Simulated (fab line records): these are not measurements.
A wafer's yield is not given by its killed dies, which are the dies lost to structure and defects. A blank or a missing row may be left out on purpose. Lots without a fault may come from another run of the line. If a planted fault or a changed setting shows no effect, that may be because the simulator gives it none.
Which tool was responsible? || flow sky130 || Sampling: 11 lots, 33 wafers, 2 of 708 route steps

WHAT THE GAUGES READ, wafer by wafer
SKY_POLY_GATE_THK_MEAS_01.
{"lot": "L185", "measured": "day 13 15:52", "on": "filmMetro-04", "POLY_GATE_CVD_00_THK (nm)": "180.1 180.0 179.7"}
{"lot": "L187", "measured": "day 14 17:56", "on": "filmMetro-02", "POLY_GATE_CVD_00_THK (nm)": "180.0 180.3 179.6"}
{"lot": "L186", "measured": "day 14 23:23", "on": "filmMetro-03", "POLY_GATE_CVD_00_THK (nm)": "178.9 178.9 178.9"}
{"lot": "L189", "measured": "day 15 05:24", "on": "filmMetro-04", "POLY_GATE_CVD_00_THK (nm)": "179.4 179.5 179.6"}
{"lot": "L188", "measured": "day 15 11:28", "on": "filmMetro-04", "POLY_GATE_CVD_00_THK (nm)": "179.8 179.9 180.8"}
{"lot": "L193", "measured": "day 16 14:40", "on": "filmMetro-02", "POLY_GATE_CVD_00_THK (nm)": "180.9 178.5 180.9"}
{"lot": "L194", "measured": "day 17 01:55", "on": "filmMetro-02", "POLY_GATE_CVD_00_THK (nm)": "178.6 180.1 178.7"}
{"lot": "L198", "measured": "day 18 06:32", "on": "filmMetro-03", "POLY_GATE_CVD_00_THK (nm)": "162.4 162.3 160.6"}
{"lot": "L207", "measured": "day 21 16:56", "on": "filmMetro-03", "POLY_GATE_CVD_00_THK (nm)": "183.0 181.7 180.8"}
{"lot": "L206", "measured": "day 21 19:29", "on": "filmMetro-03", "POLY_GATE_CVD_00_THK (nm)": "180.1 180.6 179.0"}
{"lot": "L208", "measured": "day 22 11:47", "on": "filmMetro-03", "POLY_GATE_CVD_00_THK (nm)": "179.7 180.3 178.9"}

WHICH TOOL RAN EACH LOT (tool, then ch and the chambers of the sampled wafers, then the start)
{"lot": "L185", "SKY_POLY_GATE_CVD_00": "lpcvd-01 ch 0, day 13 14:40"}
{"lot": "L187", "SKY_POLY_GATE_CVD_00": "lpcvd-01 ch 1, day 14 16:44"}
{"lot": "L186", "SKY_POLY_GATE_CVD_00": "lpcvd-01 ch 1, day 14 22:10"}
{"lot": "L189", "SKY_POLY_GATE_CVD_00": "lpcvd-01 ch 0, day 15 04:12"}
{"lot": "L188", "SKY_POLY_GATE_CVD_00": "lpcvd-01 ch 1, day 15 10:16"}
{"lot": "L193", "SKY_POLY_GATE_CVD_00": "lpcvd-01 ch 0, day 16 13:28"}
{"lot": "L194", "SKY_POLY_GATE_CVD_00": "lpcvd-01 ch 1, day 17 00:42"}
{"lot": "L198", "SKY_POLY_GATE_CVD_00": "lpcvd-01 ch 0, day 18 05:20"}
{"lot": "L207", "SKY_POLY_GATE_CVD_00": "lpcvd-01 ch 0, day 21 15:44"}
{"lot": "L206", "SKY_POLY_GATE_CVD_00": "lpcvd-01 ch 1, day 21 18:17"}
{"lot": "L208", "SKY_POLY_GATE_CVD_00": "lpcvd-01 ch 0, day 22 10:35"}
- SKY_POLY_GATE_CVD_00: deposits poly-Si, target thk 180 nm, time 720 s.

THE ANSWER, worked out from the rows above alone
Rule: usual is defined by the lots themselves. The widest of any qualifying gaps counts: lots, ordered by their means at a reading, are off when they make up no more than a third of the lots, leave a main group of 4 or more, and stand apart from it by 3 or more times the standard deviation of that group's means. A main group whose means are all the same, to the digits that the tables above print for the reading, isn't used. A lot without any number at a reading at which 4 lots or more have one is off too. Where the step has rows for the other lots, those lots are counted as sound.
Off: at SKY_POLY_GATE_THK_MEAS_01 (POLY_GATE_CVD_00_THK), L198. For the main group the mean is 179.9 nm and the standard deviation 0.75.
If a tool, at a process step before that reading, ran all the lots that are off and no sound lot after the first of them, it fits. Gauges at SKY_POLY_GATE_THK_MEAS_01: tried the same way as those tools. None of those tried fits.

WHAT WAS PUT IN BY THE SIMULATOR
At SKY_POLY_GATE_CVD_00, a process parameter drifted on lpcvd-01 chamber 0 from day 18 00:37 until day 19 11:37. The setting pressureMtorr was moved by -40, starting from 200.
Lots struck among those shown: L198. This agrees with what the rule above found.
